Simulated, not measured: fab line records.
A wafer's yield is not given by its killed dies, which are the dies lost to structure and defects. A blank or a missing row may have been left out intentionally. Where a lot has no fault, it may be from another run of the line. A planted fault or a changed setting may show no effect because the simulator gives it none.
Comparing a struck lot with a sound one :: flow sfq line :: 25 steps out of a route of 325
Sound: wafers L405.4, L405.5, L405.6. Struck: wafer L423.5 (left out: L423.6, a lot-mate that was not struck); the cause follows at the end.
For every step that has rows: the tool of each side, followed by ch and its chambers, followed by its first start. Under that, the readings that differ: sound wafers :: struck wafers :: difference of the means :: sigmas: that difference in standard deviations of wafers without a fault.
alike: same words and numbers on both sides, and readings whose means sit less than 2 such deviations apart. not compared: any withheld reading, any reading some wafer has no value for, any bound like >300 that may hide the same value, and any number with overlapping values for which the record gives no deviation.
Wherever a step has rows on one side only, a row that says differs or no value, or a row with sigmas, the two part there. Numbers that have no deviation but don't overlap get no sigmas and don't part them. A reading missing from all wafers of one side parts the sides only when that side holds two or more wafers.

first, 6 steps without rows for these wafers: SFQ_TRILAYER_M7_LITHO_COAT_182 (resist thk 62 nm); SFQ_TRILAYER_M7_LITHO_COAT_177 (resist thk 600 nm); SFQ_TRILAYER_M7_LITHO_SOFTBAKE_181; SFQ_TRILAYER_M7_LITHO_EXPOSE_178 (exposes mask M7, target cd 500 nm); SFQ_TRILAYER_M7_LITHO_PEB_180 (peb time 60 s); SFQ_TRILAYER_M7_LITHO_DEVELOP_179 (time 60 s).
SFQ_M7_OVL_MEAS_945:
  sound: overlay-02 at day 69 06:58; struck: overlay-01 at day 78 13:19
  alike: M7_OVL
SFQ_TRILAYER_M7_BARC_OPEN_METAL_ETCH_229: etches BARC in O2, target depth 125 nm, time 41.7 s.
  sound on rie metal-02 ch 0,1, day 69 07:01; struck on rie metal-04 ch 0, day 78 13:22
  alike: drypump motor current A, oes product au
  not compared: rf hours counter h
then, 1 step without rows for these wafers: SFQ_TRILAYER_M7_ETCH_METAL_ETCH_180 (etches Nb in Cl2/Ar, stops on SiO2, target depth 240 nm, time 120 s).
SFQ_TRILAYER_M7_STRIP_STRIP_181: strips in O2.
  sound on rie metal-02 ch 0,1, day 69 07:23; struck on rie metal-04 ch 0, day 78 13:55
reading: oes product au (a.u.)
sound: 1.019 1.021 1.016
struck: 0.979
difference: -0.040
sigmas: -3
  alike: drypump motor current A
  not compared: rf hours counter h
then, 1 step without rows for these wafers: SFQ_TRILAYER_M7_STRIP_SOLV_CLEAN_182 (cleans in NMP, time 600 s).
SFQ_TRILAYER_I7_DEP_PECVD_183: deposits SiO2 from SiH4/N2O, time 111.11 s, target thk 500 nm.
  sound on pecvd-02 ch 0,1,2, day 69 07:59; struck on pecvd-03 ch 1, day 78 14:20
  alike: heater power w, throttle valve pct
  not compared: since wet clean h
SFQ_TRILAYER_I7_CMP_CMP_184: polishes SiO2.
  sound on cmp-01 ch 1,2,3, day 69 10:41; struck on cmp-02 ch 2, day 79 04:27
reading: model.SiO2_of_TRILAYER_I7_DEP_PECVD_183.thk nm (nm)
sound: 203.6 200.8 200.4
struck: 221.8
difference: +20.2
sigmas: 
  alike: motor current A, time to endpoint s
SFQ_I7_BOW_MEAS_946:
  sound: film metro-01 at day 69 12:15; struck: film metro-03 at day 79 05:32
  alike: I7_BOW
SFQ_TRILAYER_I7_METRO_MEASURE_185:
  sound: film metro-01 at day 69 12:55; struck: film metro-03 at day 79 06:22
reading: thk nm (nm)
sound: 203.6 200.9 200.4
struck: 221.9
difference: +20.3
sigmas: +14
then, 6 steps without rows for these wafers: SFQ_TRILAYER_I7_VIA_LITHO_COAT_192 (resist thk 62 nm); SFQ_TRILAYER_I7_VIA_LITHO_COAT_187 (resist thk 650 nm); SFQ_TRILAYER_I7_VIA_LITHO_SOFTBAKE_191; SFQ_TRILAYER_I7_VIA_LITHO_EXPOSE_188 (exposes mask I7, target cd 1000 nm); SFQ_TRILAYER_I7_VIA_LITHO_PEB_190 (peb time 60 s); SFQ_TRILAYER_I7_VIA_LITHO_DEVELOP_189 (time 60 s).
-- the record jumps here: 3 days lie between the struck wafers' starts before and after --
SFQ_I7_OVL_MEAS_947:
  sound: overlay-02 at day 73 22:43; struck: overlay-02 at day 82 17:20
  alike: I7_OVL
SFQ_TRILAYER_I7_VIA_BARC_OPEN_VIA_ETCH_260: etches BARC in O2, target depth 125 nm, time 41.7 s.
  sound on rie diel-04 ch 2,3, day 73 22:44; struck on rie diel-03 ch 1, day 82 17:22
  alike: drypump motor current A, oes product au
  not compared: rf hours counter h
SFQ_TRILAYER_I7_VIA_ETCH_VIA_ETCH_190: etches SiO2 in CHF3, stops on Nb, target depth 260 nm.
  sound on rie diel-04 ch 2,3, day 73 22:47; struck on rie diel-03 ch 1, day 82 17:26
reading: oes product au (a.u.)
sound: 0.862 0.856 0.860
struck: 0.914
difference: +0.055
sigmas: +9

reading: model.etch.depth nm (nm)
sound: 203.6 200.8 200.4
struck: 221.8
difference: +20.2
sigmas: 

reading: model.I7.feature depth nm (nm)
sound: 203.6 200.8 200.4
struck: 221.8
difference: +20.2
sigmas: 
  alike: drypump motor current A
SFQ_TRILAYER_I7_VIA_STRIP_STRIP_191: strips in O2.
  sound on rie metal-04 ch 0,1, day 73 23:05; struck on rie metal-04 ch 0, day 82 17:53
  alike: drypump motor current A, oes product au
  not compared: rf hours counter h

## WHERE THEY PART
First at SFQ_TRILAYER_M7_STRIP_STRIP_181; last, within this record, at SFQ_TRILAYER_I7_VIA_ETCH_VIA_ETCH_190. Later steps at which nothing parts them and some readings are alike: SFQ_TRILAYER_I7_VIA_STRIP_STRIP_191.

WHY: the cause the simulator had injected
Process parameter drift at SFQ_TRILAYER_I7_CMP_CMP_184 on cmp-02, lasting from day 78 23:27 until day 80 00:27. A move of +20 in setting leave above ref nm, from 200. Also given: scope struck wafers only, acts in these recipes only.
